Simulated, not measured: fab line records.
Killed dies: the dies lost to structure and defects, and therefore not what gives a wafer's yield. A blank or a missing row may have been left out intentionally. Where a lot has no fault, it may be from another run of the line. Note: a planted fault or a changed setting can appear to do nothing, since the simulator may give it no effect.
Chamber matching ; flow sky130 ; pecvd-03 running SKY_PASSIVATION_CVD_02: 3 sister chambers
The step deposits Si3N4, target thk 540 nm. 18 wafers are shown with their chamber, then 9 later ones without.

== WAFERS, EACH WITH ITS CHAMBER ==
wafer;chamber;heaterPowerW (W)
L818.3;0;729
L818.5;1;867
L818.6;2;979
L819.1;0;731
L819.4;2;990
L819.6;0;751
L821.1;0;767
L821.2;1;856
L821.4;1;883
L822.2;2;945
L822.3;0;663
L822.6;2;984
L824.1;1;911
L824.3;2;1022
L824.5;1;938
L825.1;1;942
L825.4;2;813
L825.5;0;631

SIGNATURES (means of the wafers above)
reading;chamber 0;chamber 1;chamber 2;scatter within a chamber
heaterPowerW;712.00;899.50;955.50;56.7
Rule: for a wafer and a chamber, the distance is found by dividing, reading by reading, the gap between the wafer's reading and the chamber's mean by the reading's scatter, squaring, summing and taking the root. The wafer belongs to the nearest chamber; if the next one is less than 2 further off, it can't be placed. How the scatter is found: for the shown wafers, subtract from each reading the mean of its chamber, square and add these, divide the total by (wafers less chambers), then take the root.

== WAFERS MISSING THEIR CHAMBER ==
wafer;heaterPowerW (W)
L834.3;1001
L834.4;786
L834.5;801
L835.2;965
L835.5;798
L835.6;766
L837.1;686
L837.2;947
L837.6;929

== WHICH CHAMBER EACH WENT THROUGH ==
wafer;from the rows above;in truth
L834.3;can't be placed: 2 or 1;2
L834.4;can't be placed: 0 or 1 or 2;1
L834.5;can't be placed: 0 or 1 or 2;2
L835.2;can't be placed: 2 or 1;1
L835.5;can't be placed: 0 or 1 or 2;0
L835.6;can't be placed: 0 or 1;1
L837.1;0;0
L837.2;can't be placed: 2 or 1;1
L837.6;can't be placed: 2 or 1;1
Placed correctly: 1 of 9. Not placeable from these rows: 8 (in 8, the candidates include the true chamber). 0 placed wrongly.
